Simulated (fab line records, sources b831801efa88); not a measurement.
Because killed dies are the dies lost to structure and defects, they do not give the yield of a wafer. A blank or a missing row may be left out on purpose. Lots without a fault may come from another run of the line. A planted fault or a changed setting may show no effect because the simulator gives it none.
The tool behind it: which one? + flow gf180mcu + 6 lots with 18 wafers sampled at 3 steps, on a route of 602 steps

WHAT THE GAUGES READ, wafer by wafer
GF_HV_LDD_CD_MEAS_07: the cd target is 400 nm.
| lot  | measured     | on       | cdNm (nm)         |
|------|--------------|----------|-------------------|
| L715 | day 11 12:16 | cdSem-02 | 403.2 401.3 401.3 |
| L716 | day 11 18:21 | cdSem-02 | 401.8 403.8 401.6 |
| L721 | day 12 17:56 | cdSem-02 | 399.6 397.2 396.8 |
| L724 | day 13 20:03 | cdSem-02 | 398.6 401.4 400.1 |
| L730 | day 15 22:16 | cdSem-01 | - - -             |
| L734 | day 16 23:57 | cdSem-01 | 403.5 403.3 404.6 |

WHAT TOOL EACH LOT RAN ON (gives the tool, then ch and the chambers of the sampled wafers, and finally the start)
| lot  | GF_VT_IMPLANT_STRIP_20              | GF_HV_LDD_EXPOSE_04                |
|------|-------------------------------------|------------------------------------|
| L715 | plasmaAsher-01 ch 0,1, day 7 10:05  | ilineStepper-02 ch 0, day 11 02:56 |
| L716 | plasmaAsher-01 ch 0,1, day 7 19:52  | ilineStepper-02 ch 0, day 11 08:58 |
| L721 | plasmaAsher-01 ch 0,1, day 8 17:23  | ilineStepper-02 ch 0, day 12 08:17 |
| L724 | plasmaAsher-02 ch 0, day 9 13:05    | ilineStepper-01 ch 0, day 13 10:25 |
| L730 | plasmaAsher-02 ch 0,1, day 11 04:22 | ilineStepper-02 ch 0, day 15 11:15 |
| L734 | plasmaAsher-02 ch 0, day 12 05:31   | ilineStepper-02 ch 0, day 16 12:49 |
- GF_VT_IMPLANT_STRIP_20: strips in O2/N2.
- GF_HV_LDD_EXPOSE_04: exposes mask Nplus LV AREA, target cd 400 nm.

THE ANSWER, worked out from the rows above alone
Rule: what is usual is taken from the lots themselves. The widest of any qualifying gaps counts: lots, ordered by their means at a reading, are off when they make up no more than a third of the lots, leave a main group of 4 or more, and stand apart from it by 3 or more times the standard deviation of that group's means. The tables above print the reading to a certain number of digits; a main group whose means all agree to those digits is not used. A lot without any number at a reading at which 4 lots or more have one is off too. The other lots that the step has rows for count as sound.
Off: L730, at GF_HV_LDD_CD_MEAS_07 (cdNm). Without a number there: L730. The main group: mean 401.2 nm, standard deviation 2.1.
If a tool, at a process step before that reading, ran all the lots that are off and no sound lot after the first of them, it fits. Those tools and the gauges at GF_HV_LDD_CD_MEAS_07 are tried in the same way. None of those tried fits.

WHAT THE SIMULATOR HAD PUT IN
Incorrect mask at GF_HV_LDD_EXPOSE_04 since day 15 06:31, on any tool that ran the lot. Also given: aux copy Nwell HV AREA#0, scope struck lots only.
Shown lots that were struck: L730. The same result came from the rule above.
